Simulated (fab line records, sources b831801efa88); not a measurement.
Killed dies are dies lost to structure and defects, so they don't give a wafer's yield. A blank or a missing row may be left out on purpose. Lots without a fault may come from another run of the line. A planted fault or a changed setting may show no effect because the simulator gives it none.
One fault seen from 2 desks | flow sky130 | each desk has only its own numbers; what lay behind them comes last

THE METROLOGY DESK
What the gauges read, lot by lot, whatever tool the lot ran on: means of the sampled wafers that have a number. A lot is out of limits, marked OUT, if its mean lies more than 4 standard deviations from the usual mean; the brackets give that distance.
Columns: A = NWELL_2_TW at SKY_NWELL_TW_MEAS_26, usual 499.8
lot  | first seen here | A
L999 | day 5 11:04     | 499.2
L100 | day 5 15:07     | 498.3
L104 | day 6 21:16     | 500.8
L106 | day 7 09:38     | 501.2
L113 | day 9 03:38     | 502.1
L114 | day 9 11:04     | 495.6
L115 | day 9 16:09     | 501.3
L117 | day 10 08:37    | 499.0
L118 | day 10 12:11    | 500.4
L119 | day 10 18:28    | 494.2
L121 | day 11 03:43    | 497.3
This desk's finding: nothing out of limits on any of the 11 lots.

THE TOOL OWNER'S DESK: litho_track-03
The tool's own readings at SKY_PWDE_SOFTBAKE_03: means of the sampled wafers that have a number, for each lot that ran on this tool. A lot is out of limits, marked OUT, if its mean lies more than 4 standard deviations from the usual mean; the brackets give that distance.
Columns: A = chill_plate_temp_C at SKY_PWDE_SOFTBAKE_03, usual 22.99 C; B = heater_power_total_W at SKY_PWDE_SOFTBAKE_03, usual 65.32 W; C = plate_temp_C at SKY_PWDE_SOFTBAKE_03, usual 110.01 C
lot  | first seen here | A     | B               | C
L999 | day 3 16:44     | 23.16 | 65.32           | 109.84
L104 | day 4 22:25     | 23.08 | 70.08 (+37) OUT | 115.81 (+41) OUT
L106 | day 5 10:15     | 22.95 | 69.93 (+35) OUT | 116.00 (+43) OUT
L117 | day 8 00:58     | 22.88 | 65.35           | 110.25
L118 | day 8 04:51     | 22.91 | 65.27           | 109.98
This desk's finding: out of limits on L104, L106; first on L104, day 4 22:25 (heater_power_total_W at SKY_PWDE_SOFTBAKE_03). In limits: L999, L117, L118.

PUT TOGETHER
The tool owner's desk could have raised an alarm at day 4 22:25, on L104, L106.
The metrology desk saw nothing out of limits.
The metrology desk has L104, L106 on record, within its limits.
Of the lots named, all ran SKY_PWDE_SOFTBAKE_03 on litho_track-03.

WHAT THE SIMULATOR HAD PUT IN
Process parameter drift: litho_track-03, from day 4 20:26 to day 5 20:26, at SKY_PWDE_SOFTBAKE_03. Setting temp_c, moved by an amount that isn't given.
Lots struck among those shown: L104, L106.
Hours from the fault's start to each desk's first reading out of limits: the tool owner's desk, 2.
